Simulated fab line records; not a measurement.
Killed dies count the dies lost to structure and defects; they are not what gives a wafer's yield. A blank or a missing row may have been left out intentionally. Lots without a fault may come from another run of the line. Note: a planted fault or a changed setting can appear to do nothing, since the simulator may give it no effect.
2 desks looking at one fault :: flow sky130 :: every desk sees just its own numbers, and what lay behind them comes last

DESK OF THE TOOL OWNER: implanter-04
SKY_LDD_N_IMPLANT_08, tool's own readings: per-lot mean of the sampled wafers with a number, covering each lot this tool ran. Marked OUT: a lot whose mean sits more than 4 standard deviations from the usual mean, which makes it out of limits; the brackets give that distance.
Columns: A = dose-ions-cm2 at SKY_LDD_N_IMPLANT_08, usual 7.499e+13; B = faraday-current-uA at SKY_LDD_N_IMPLANT_08, usual 423
lot: L472
first seen here: day 20 11:50
A: 5.990e+13 (-99 or more) OUT
B: 340 (-9.9) OUT

lot: L473
first seen here: day 20 22:31
A: 5.991e+13 (-99 or more) OUT
B: 344 (-9.4) OUT

lot: L479
first seen here: day 23 11:05
A: 7.492e+13
B: 419

lot: L481
first seen here: day 23 17:23
A: 7.504e+13
B: 423

lot: L482
first seen here: day 23 22:56
A: 7.503e+13
B: 423

lot: L483
first seen here: day 24 15:38
A: 7.490e+13
B: 416
This desk's verdict: out of limits on L472, L473, starting with L472 at day 20 11:50 (dose-ions-cm2 at SKY_LDD_N_IMPLANT_08). In limits: L479, L481, L482, L483.

AT THE METROLOGY DESK
What the gauges read, lot by lot, whatever tool the lot ran on: means of the sampled wafers that have a number. Marked OUT: a lot whose mean sits more than 4 standard deviations from the usual mean, which makes it out of limits; the brackets give that distance.
Columns: A = cd-nm at SKY_FIELD_ISO_CD_MEAS_13, usual 149.7 nm; B = FIELD_ISO_CVD_24_THK at SKY_FIELD_ISO_THK_MEAS_25, usual 597 nm
lot: L472
first seen here: day 3 16:56
A: 149.0
B: 603

lot: L473
first seen here: day 4 01:03
A: 148.6
B: 597

lot: L477
first seen here: day 4 18:26
A: 146.8
B: 596

lot: L478
first seen here: day 5 01:05
A: 151.8
B: 600

lot: L479
first seen here: day 5 05:08
A: 151.5
B: 597

lot: L480
first seen here: day 5 10:44
A: 149.2
B: 593

lot: L481
first seen here: day 5 16:50
A: 149.9
B: 600

lot: L482
first seen here: day 5 21:41
A: 148.7
B: 592

lot: L483
first seen here: day 6 02:26
A: 147.6
B: 598

lot: L486
first seen here: day 6 19:12
A: 149.1
B: 599

lot: L487
first seen here: day 7 00:13
A: 151.6
B: 594

lot: L488
first seen here: day 7 04:05
A: 148.6
B: 593
Result from this desk: across the 12 lots, nothing is out of limits.

ALL TOGETHER
An alarm could have come from the tool owner's desk at day 20 11:50, on L472, L473.
Metrology desk: nothing out of limits seen.
The metrology desk has L472, L473 on record, within its limits.
Every lot named ran SKY_LDD_N_IMPLANT_08 on implanter-04.

WHAT THE SIMULATOR PUT IN
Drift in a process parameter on implanter-04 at SKY_LDD_N_IMPLANT_08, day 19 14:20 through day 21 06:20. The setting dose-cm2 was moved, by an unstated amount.
Lots struck among those shown: L472, L473.
Time in hours from fault onset to the first out-of-limits reading at each desk: the tool owner's desk, 22.
